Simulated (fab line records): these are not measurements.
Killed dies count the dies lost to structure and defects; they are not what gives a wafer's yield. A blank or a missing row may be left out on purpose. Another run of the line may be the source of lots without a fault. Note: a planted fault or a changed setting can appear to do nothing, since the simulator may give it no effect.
Which tool did it? / flow sky130 / 6 lots with 18 wafers sampled at 2 steps, on a route of 708 steps

## WHAT THE GAUGES SHOWED, per wafer
SKY_LOCAL_INTERCONNECT_RS_MEAS_01: a four-point-probe measurement.
lot=L477; measured=day 29 12:40; on=filmMetro-04; LOCAL_INTERCONNECT_TIN_RS (ohm/sq)=14.00 14.34 14.16
lot=L480; measured=day 30 04:31; on=filmMetro-03; LOCAL_INTERCONNECT_TIN_RS (ohm/sq)=14.26 14.06 14.38
lot=L487; measured=day 32 13:05; on=filmMetro-01; LOCAL_INTERCONNECT_TIN_RS (ohm/sq)=13.96 14.05 14.19
lot=L495; measured=day 35 20:48; on=filmMetro-03; LOCAL_INTERCONNECT_TIN_RS (ohm/sq)=14.25 14.06 14.01
lot=L496; measured=day 35 22:35; on=filmMetro-04; LOCAL_INTERCONNECT_TIN_RS (ohm/sq)=14.37 14.18 14.38
lot=L498; measured=day 36 13:25; on=filmMetro-01; LOCAL_INTERCONNECT_TIN_RS (ohm/sq)=14.12 14.23 14.07

## WHAT TOOL EACH LOT RAN ON (gives the tool, then ch and the chambers of the sampled wafers, and finally the start)
lot=L477; SKY_LDD_N_IMPLANT_14=implanter-03 ch 0, day 18 02:32
lot=L480; SKY_LDD_N_IMPLANT_14=implanter-03 ch 0, day 18 21:26
lot=L487; SKY_LDD_N_IMPLANT_14=implanter-03 ch 0, day 21 10:45
lot=L495; SKY_LDD_N_IMPLANT_14=implanter-04 ch 0, day 24 09:43
lot=L496; SKY_LDD_N_IMPLANT_14=implanter-04 ch 0, day 24 19:13
lot=L498; SKY_LDD_N_IMPLANT_14=implanter-04 ch 0, day 25 12:44
- SKY_LDD_N_IMPLANT_14

## THE ANSWER, worked out from the rows above alone
Rule: the usual values come from the lots themselves. The widest of any qualifying gaps counts: lots, ordered by their means at a reading, are off when they make up no more than a third of the lots, leave a main group of 4 or more, and stand apart from it by 3 or more times the standard deviation of that group's means. The tables above print the reading to a certain number of digits; a main group whose means all agree to those digits is not used. Also off: a lot with no number at a reading for which 4 or more lots have one. The other lots that the step has rows for count as sound.
No lot is off on any of the readings shown, so nothing can be concluded from this.

## WHAT THE SIMULATOR HAD INSERTED
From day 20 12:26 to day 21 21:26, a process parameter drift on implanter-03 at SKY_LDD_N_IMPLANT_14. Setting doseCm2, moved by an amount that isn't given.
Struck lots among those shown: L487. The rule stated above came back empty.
